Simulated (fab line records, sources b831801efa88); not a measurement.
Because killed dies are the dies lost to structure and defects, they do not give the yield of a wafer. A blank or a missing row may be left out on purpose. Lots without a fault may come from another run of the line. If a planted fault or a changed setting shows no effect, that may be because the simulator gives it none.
Which tool did it? -- flow sky130 -- Sampling: 11 lots, 33 wafers, 2 of 708 route steps

## WHAT THE GAUGES READ, wafer by wafer
SKY_POLY_CUT_CD_MEAS_08: the cd target is 270 nm. Usual: 270.1 nm for cd_nm, sd 1.6.
lot,measured,on,cd_nm (nm),flag
L518,day 25 22:28,cd_sem-02,270.0 269.1 270.4,
L519,day 26 01:23,cd_sem-02,270.4 269.6 270.0,
L517,day 26 02:55,cd_sem-02,271.9 273.2 272.3,
L520,day 26 21:41,cd_sem-01,272.6 270.9 271.8,
L521,day 27 01:27,cd_sem-02,271.5 271.8 272.0,
L527,day 28 22:40,cd_sem-01,269.0 270.5 270.0,
L534,day 30 20:28,cd_sem-02,269.3 270.8 269.6,
L535,day 30 23:54,cd_sem-01,270.7 272.3 270.8,
L537,day 32 00:40,cd_sem-02,265.9 265.7 266.4,
L538,day 32 02:08,cd_sem-01,269.7 269.9 270.1,
L539,day 32 17:56,cd_sem-01,269.2 270.3 269.6,

SKY_LI_CONTACT_THK_MEAS_01. Usual: LI_CONTACT_HDPCVD_THK typically reads 925 nm, with standard deviation 15.
lot,measured,on,LI_CONTACT_HDPCVD_THK (nm),flag
L518,day 29 15:16,film_metro-04,939 943 921,
L519,day 29 18:10,film_metro-04,921 921 929,
L517,day 29 19:58,film_metro-04,939 950 923,
L520,day 30 13:30,film_metro-02,915 893 918,
L521,day 30 16:28,film_metro-02,933 925 929,
L527,day 32 12:18,film_metro-01,934 937 959,
L534,day 34 10:31,film_metro-01,926 917 930,
L535,day 34 12:37,film_metro-04,930 905 902,
L537,day 35 12:20,film_metro-01,940 919 931,
L538,day 35 14:55,film_metro-02,926 945 922,
L539,day 36 05:13,film_metro-04,922 928 939,

## EACH LOT AND THE TOOL THAT RAN IT (in order: tool; ch and the chambers of the sampled wafers; start)
There is no process step in the record ahead of these readings.

## WHAT THE TOOLS THEMSELVES READ (means of the sampled wafers that have a number; where no wafer has one, the mark that the record gives instead)
The record holds no such reading with a usual standard deviation.

## THE ANSWER, worked out from the rows above alone
Rule: take the mean of a lot's wafers that have a number; if it is more than 3 standard deviations from the usual mean, the lot is off. Also off: a lot with no number at a reading for which 4 or more lots have one. Where the step has rows for the other lots, those lots are counted as sound. After the gauges, taken in route order, come the tools' own readings; for these a lot's mean is taken, as printed above. At the first step where some lot is off, the reading lying furthest off is the one used; lots without a number count as furthest.
No lot is off on any of the readings shown, so nothing can be concluded from this.

## WHAT THE SIMULATOR PUT IN
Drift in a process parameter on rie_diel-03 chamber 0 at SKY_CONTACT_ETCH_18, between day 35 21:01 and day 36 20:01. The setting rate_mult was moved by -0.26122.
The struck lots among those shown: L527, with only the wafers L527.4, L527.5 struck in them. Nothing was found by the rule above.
